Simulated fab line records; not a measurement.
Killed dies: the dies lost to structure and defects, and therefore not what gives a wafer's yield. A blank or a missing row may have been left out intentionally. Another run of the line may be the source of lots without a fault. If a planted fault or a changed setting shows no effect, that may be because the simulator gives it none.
A lot that was struck, set against a sound lot | flow sky130 | 43 out of 708 route steps
Sound: the wafers L172.2, L172.5, L172.6. Struck: wafer L185.6. (L185.2, L185.5 of the same lot were not struck and are left out.) The cause comes at the end.
Each step with rows lists, per side, the tool, then ch with its chambers, then its first start. Under that, the readings that differ: sound wafers | struck wafers | difference of the means | sigmas: that difference in standard deviations of wafers without a fault.
alike: readings with means less than 2 such deviations apart, plus words and numbers identical on both sides. not compared: withheld readings, readings lacking a value on some wafer, bounds such as >300 that could conceal the same value, and numbers that have no deviation in the record and whose values overlap.
A row with sigmas, a row that says differs or no value, or rows on one side alone: a step with any of these is where the two part. Numbers that don't overlap but have no deviation are shown without sigmas and don't part them. A reading that every wafer of one side lacks parts them only if that side has two wafers or more.

first, 8 steps without rows for these wafers: SKY_LOCAL_INTERCONNECT_DEHYDRATE_03 (time 60 s); SKY_LOCAL_INTERCONNECT_HMDS_04 (prime time 60 s); SKY_LOCAL_INTERCONNECT_COAT_05 (resist thk 60 nm); SKY_LOCAL_INTERCONNECT_COAT_06 (resist thk 450 nm); SKY_LOCAL_INTERCONNECT_SOFTBAKE_07 (time 90 s); SKY_LOCAL_INTERCONNECT_EXPOSE_08 (exposes mask LI1M, target cd 170 nm); SKY_LOCAL_INTERCONNECT_PEB_09; SKY_LOCAL_INTERCONNECT_DEVELOP_10 (develop time 60 s).
SKY_LOCAL_INTERCONNECT_CD_MEAS_11: target cd 170 nm.
  sound: cd sem-02 at day 32 04:05; struck: cd sem-02 at day 36 03:50
  alike: cd nm
SKY_LOCAL_INTERCONNECT_OVL_MEAS_12:
  sound: overlay-01 at day 32 04:12; struck: overlay-01 at day 36 03:57
  alike: LOCAL_INTERCONNECT_OVL
then, 1 step without rows for these wafers: SKY_LOCAL_INTERCONNECT_ETCH_13 (etches BARC in N2/H2, stops on SiO2, time 45.9 s, target depth 60 nm).
SKY_LOCAL_INTERCONNECT_METAL_ETCH_14: etches TiN in Cl2/BCl3, stops on PSG, target depth 110 nm, time 31.4 s.
  sound on rie metal-04 ch 0,1, day 32 04:17; struck on rie metal-02 ch 1, day 36 04:02
  alike: bcl3 flow sccm, drypump motor current A, oes product au, throttle valve pct
  not compared: rf hours counter h
SKY_LOCAL_INTERCONNECT_STRIP_15: strips in O2/N2.
  sound on plasma asher-03 ch 0,1, day 32 04:20; struck on plasma asher-03 ch 1, day 36 04:05
  alike: drypump motor current A, oes product au, strip time to endpoint s
  not compared: rf hours counter h
then, 3 steps without rows for these wafers: SKY_LOCAL_INTERCONNECT_STRIP_16 (strips in post etch residue remover, time 1200 s); SKY_LOCAL_INTERCONNECT_CLEAN_17 (cleans in IPA, time 180 s); SKY_LOCAL_INTERCONNECT_CLEAN_18 (cleans in O3/DIW).
SKY_CONTACT_CVD_00: deposits Si3N4, target thk 75 nm.
  sound on pecvd-02 ch 0,1,2, day 32 04:59; struck on pecvd-02 ch 2, day 36 04:44
  alike: heater power w
SKY_CONTACT_THK_MEAS_01:
  sound: film metro-03 at day 32 05:02; struck: film metro-04 at day 36 04:51
  alike: CONTACT_CVD_00_THK
then, 1 step without rows for these wafers: SKY_CONTACT_HDPCVD_02 (deposits SiO2, target thk 565 nm, time 94.2 s).
SKY_CONTACT_THK_MEAS_03:
  sound: film metro-04 at day 32 05:10; struck: film metro-01 at day 36 04:59
  alike: CONTACT_HDPCVD_THK
SKY_CONTACT_CMP_04: polishes SiO2.
  sound on cmp-02 ch 1,2, day 32 05:13; struck on cmp-02 ch 0, day 36 05:08
  alike: motor current A, slurry filter dp kPa, time to endpoint s
SKY_CONTACT_BOW_MEAS_05:
  sound: film metro-03 at day 32 05:32; struck: film metro-03 at day 36 05:21
  alike: CONTACT_BOW
then, 8 steps without rows for these wafers: SKY_CONTACT_DEHYDRATE_06 (time 60 s); SKY_CONTACT_HMDS_07 (prime time 60 s); SKY_CONTACT_COAT_08 (resist thk 60 nm); SKY_CONTACT_COAT_09 (resist thk 450 nm); SKY_CONTACT_SOFTBAKE_10 (time 90 s); SKY_CONTACT_EXPOSE_11 (exposes mask CTM1, target cd 170 nm); SKY_CONTACT_PEB_12; SKY_CONTACT_DEVELOP_13 (develop time 60 s).
SKY_CONTACT_CD_MEAS_14: target cd 170 nm.
  sound: cd sem-02 at day 33 07:43; struck: cd sem-02 at day 37 07:57
  reading    | sound             | struck | difference | sigmas
  cd nm (nm) | 165.6 167.4 168.2 | 171.0  | +3.9       | +3
SKY_CONTACT_OVL_MEAS_15:
  sound: overlay-01 at day 33 07:50; struck: overlay-02 at day 37 08:04
  alike: CONTACT_OVL
then, 1 step without rows for these wafers: SKY_CONTACT_ETCH_16 (etches BARC in N2/H2, stops on SiO2, time 45.9 s, target depth 60 nm).
SKY_CONTACT_ETCH_17: etches SiO2 in C4F8/O2/Ar, stops on Si3N4, target depth 340 nm.
  sound on rie diel-04 ch 0,2,3, day 33 07:54; struck on rie diel-03 ch 2, day 37 08:08
  alike: oes product au
SKY_CONTACT_ETCH_18: etches Si3N4 in CHF3/O2, stops on TiN, time 39 s, target depth 75 nm.
  sound on rie diel-04 ch 0,2,3; struck on rie diel-03 ch 2
  alike: drypump motor current A, oes product au, throttle valve pct
  not compared: rf hours counter h
then, 6 steps without rows for these wafers: SKY_CONTACT_STRIP_19 (strips in O2/N2); SKY_CONTACT_STRIP_20 (strips in post etch residue remover, time 1200 s); SKY_CONTACT_CLEAN_21 (cleans in IPA, time 180 s); SKY_CONTACT_CLEAN_22 (cleans in O3/DIW); SKY_CONTACT_SPUTTER_23 (material TiN, target thk 20 nm, time 80 s); SKY_CONTACT_CVD_24 (deposits W, target thk 340 nm, time 102.12 s).
SKY_CONTACT_RS_MEAS_25: uses a four-point probe to measure.
  sound: film metro-01 at day 33 08:46; struck: film metro-03 at day 37 09:02
  alike: CONTACT_W_RS
-- the record jumps here: 13 days lie between the struck wafers' starts before and after (it left off in module CONTACT and takes up again in module PAD_OPEN, whose first step shown is number 708 of the route) --
SKY_PAD_OPEN_PROBE_99:
  the record has rows for the struck wafers here (prober-02, day 50 02:04) and none for the sound ones

WHERE THEY PART
Last at SKY_PAD_OPEN_PROBE_99 as far as this record goes, first at SKY_CONTACT_CD_MEAS_14.

WHY: the cause the simulator had injected
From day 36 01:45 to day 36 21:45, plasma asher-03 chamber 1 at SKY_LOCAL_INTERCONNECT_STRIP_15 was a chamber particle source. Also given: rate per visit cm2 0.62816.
